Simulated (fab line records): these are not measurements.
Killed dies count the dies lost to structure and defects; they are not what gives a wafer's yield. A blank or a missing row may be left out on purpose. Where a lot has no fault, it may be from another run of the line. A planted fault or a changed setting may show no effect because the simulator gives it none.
The tool behind it: which one? ; flow sfqLine ; 14 lots with 41 wafers sampled at 4 steps, on a route of 325 steps

== WHAT THE GAUGES READ, wafer by wafer ==
SFQ_JJ_RS_MEAS_929: measures by four-point-probe. Usual: JJ_NB_RS typically reads 1.044 ohm/sq, with standard deviation 0.013.
lot;measured;on;JJ_NB_RS (ohm/sq);flag
L827;day 47 23:34;filmMetro-01;1.038 1.030 1.055;
L828;day 48 11:41;filmMetro-01;1.029 1.039 1.037;
L829;day 49 06:56;filmMetro-04;1.025 1.041 1.050;
L830;day 50 08:05;filmMetro-02;1.074 1.054 1.043;
L831;day 50 15:19;filmMetro-04;1.042 1.057 1.045;
L832;day 51 10:29;filmMetro-02;1.028 1.038 1.027;
L833;day 51 16:04;filmMetro-01;1.027 1.030 1.036;
L834;day 52 06:17;filmMetro-02;1.055 1.042 1.047;
L835;day 52 13:40;filmMetro-04;1.038 1.053 1.049;
L837;day 54 18:23;filmMetro-02;1.052 1.055 1.066;
L838;day 54 20:48;filmMetro-01;1.045 1.042 1.034;
L843;day 55 04:11;filmMetro-02;1.674 1.028 1.692;OFF
L844;day 55 08:25;filmMetro-02;1.032 1.738;OFF
L849;day 55 14:33;filmMetro-01;1.053 1.060 1.040;

SFQ_M8_THK_MEAS_950: measures by xrf. Usual: M8_AU_THK typically reads 181.8 nm, with standard deviation 2.3.
lot;measured;on;M8_AU_THK (nm);flag
L827;day 86 04:13;filmMetro-01;179.7 180.0 181.1;
L828;day 86 06:37;filmMetro-01;180.9 179.3 184.5;
L829;day 86 07:50;filmMetro-04;184.9 184.5 184.7;
L830;day 86 11:25;filmMetro-03;180.9 183.8 179.8;
L831;day 86 12:37;filmMetro-01;180.0 183.2 179.7;
L832;day 86 17:32;filmMetro-03;180.3 183.0 184.3;
L833;day 86 18:52;filmMetro-01;182.6 182.6 183.3;
L834;day 87 01:07;filmMetro-04;184.0 179.8 183.2;
L835;day 87 02:18;filmMetro-03;181.8 180.7 183.1;
L837;day 87 14:06;filmMetro-01;179.2 180.3 178.7;
L838;day 87 16:35;filmMetro-04;182.4 183.0 184.5;
L843;day 91 20:40;filmMetro-01;178.5 183.5 179.4;
L844;day 92 01:38;filmMetro-04;185.1 182.1;
L849;day 94 23:19;filmMetro-04;185.9 182.7 181.5;

== WHICH TOOL RAN EACH LOT (tool, then ch and the chambers of the sampled wafers, then the start) ==
lot;SFQ_TRILAYER_JJ_TRILAYER_DEP_SPUTTER_112;SFQ_TRILAYER_JJ_CE_ETCH_RIE_118
L827;pvdSputter-04, day 47 23:29;rieMetal-02 ch 0,1, day 53 23:55
L828;pvdSputter-03, day 48 11:37;rieMetal-02 ch 1, day 54 14:20
L829;pvdSputter-03, day 49 06:49;rieMetal-01 ch 0,1, day 55 08:09
L830;pvdSputter-04, day 50 08:01;rieMetal-04 ch 0,1, day 56 00:55
L831;pvdSputter-03, day 50 15:13;rieMetal-02 ch 0,1, day 56 09:19
L832;pvdSputter-06, day 51 10:25;rieMetal-01 ch 0,1, day 56 23:43
L833;pvdSputter-06, day 51 15:58;rieMetal-04 ch 1, day 57 05:51
L834;pvdSputter-04, day 52 06:11;rieMetal-02 ch 0,1, day 57 17:23
L835;pvdSputter-06, day 52 13:35;rieMetal-04 ch 1, day 57 20:59
L837;pvdSputter-03, day 54 18:18;rieMetal-02 ch 0,1, day 59 04:11
L838;pvdSputter-04, day 54 20:42;rieMetal-04 ch 0,1, day 59 05:23
L843;pvdSputter-04, day 55 04:06;rieMetal-01 ch 0, day 59 11:29
L844;pvdSputter-04, day 55 08:17;rieMetal-01 ch 0,1, day 59 12:40
L849;pvdSputter-03, day 55 14:28;rieMetal-02 ch 0,1, day 59 18:35
- SFQ_TRILAYER_JJ_TRILAYER_DEP_SPUTTER_112: material Nb, target thk 170 nm, time 113.3 s.
- SFQ_TRILAYER_JJ_CE_ETCH_RIE_118: chemistry SF6, target Nb, stops on Al2O3, time 97.7 s, target depth 170 nm.

== AS READ BY THE TOOLS THEMSELVES (means over the sampled wafers that have a number; for cases with no such wafer, the mark the record gives instead) ==
SFQ_TRILAYER_JJ_TRILAYER_DEP_SPUTTER_112. Usual: throttleValvePct reads 30.0 % (standard deviation 0.73).
lot;tool;throttleValvePct (%);flag
L827;pvdSputter-04;29.7;
L828;pvdSputter-03;30.3;
L829;pvdSputter-03;30.5;
L830;pvdSputter-04;29.7;
L831;pvdSputter-03;30.4;
L832;pvdSputter-06;29.8;
L833;pvdSputter-06;29.7;
L834;pvdSputter-04;29.7;
L835;pvdSputter-06;29.4;
L837;pvdSputter-03;31.4;
L838;pvdSputter-04;29.6;
L843;pvdSputter-04;29.5;
L844;pvdSputter-04;29.9;
L849;pvdSputter-03;30.5;

SFQ_TRILAYER_JJ_CE_ETCH_RIE_118. Usual: drypumpMotorCurrentA 5.9 A, standard deviation 0.39; oesProductAu 0.992 a.u., standard deviation 0.0087.
lot;tool;drypumpMotorCurrentA (A);oesProductAu (a.u.);flag
L827;rieMetal-02;6.1;0.993;
L828;rieMetal-02;5.9;1.001;
L829;rieMetal-01;5.2;0.993;
L830;rieMetal-04;6.0;0.979;
L831;rieMetal-02;6.2;0.987;
L832;rieMetal-01;5.2;0.990;
L833;rieMetal-04;5.7;1.004;
L834;rieMetal-02;6.2;0.989;
L835;rieMetal-04;5.7;0.998;
L837;rieMetal-02;6.1;0.990;
L838;rieMetal-04;6.0;0.991;
L843;rieMetal-01;5.0;0.851;OFF
L844;rieMetal-01;5.3;0.875;OFF
L849;rieMetal-02;6.2;0.988;

== THE ANSWER, worked out from the rows above alone ==
Rule: a lot is off if the mean of its wafers that have a number lies more than 3 standard deviations from the usual mean. Also off: a lot with no number at a reading for which 4 or more lots have one. Where the step has rows for the other lots, those lots are counted as sound. After the gauges, taken in route order, come the tools' own readings; for these a lot's mean is taken, as printed above. The first step at which some lot is off is used, and at that step the reading that is off furthest; a lot without a number counts as furthest.
Off: L843, L844, at SFQ_JJ_RS_MEAS_929 (JJ_NB_RS).
If a tool, at a process step before that reading, ran all the lots that are off and no sound lot after the first of them, it fits. The gauges at SFQ_JJ_RS_MEAS_929 aren't tried: what is off there is off at SFQ_TRILAYER_JJ_CE_ETCH_RIE_118 too, on other tools, and a gauge's error can't cause that. One candidate fits, namely pvdSputter-04 at SFQ_TRILAYER_JJ_TRILAYER_DEP_SPUTTER_112. Its last sound lot is L838 (day 54 20:42), its first lot that is off L843 (day 55 04:06): a fault that began between those two fits.

== WHAT THE SIMULATOR HAD INSERTED ==
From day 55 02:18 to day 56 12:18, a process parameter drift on pvdSputter-04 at SFQ_TRILAYER_JJ_TRILAYER_DEP_SPUTTER_112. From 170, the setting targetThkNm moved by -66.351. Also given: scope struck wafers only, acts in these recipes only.
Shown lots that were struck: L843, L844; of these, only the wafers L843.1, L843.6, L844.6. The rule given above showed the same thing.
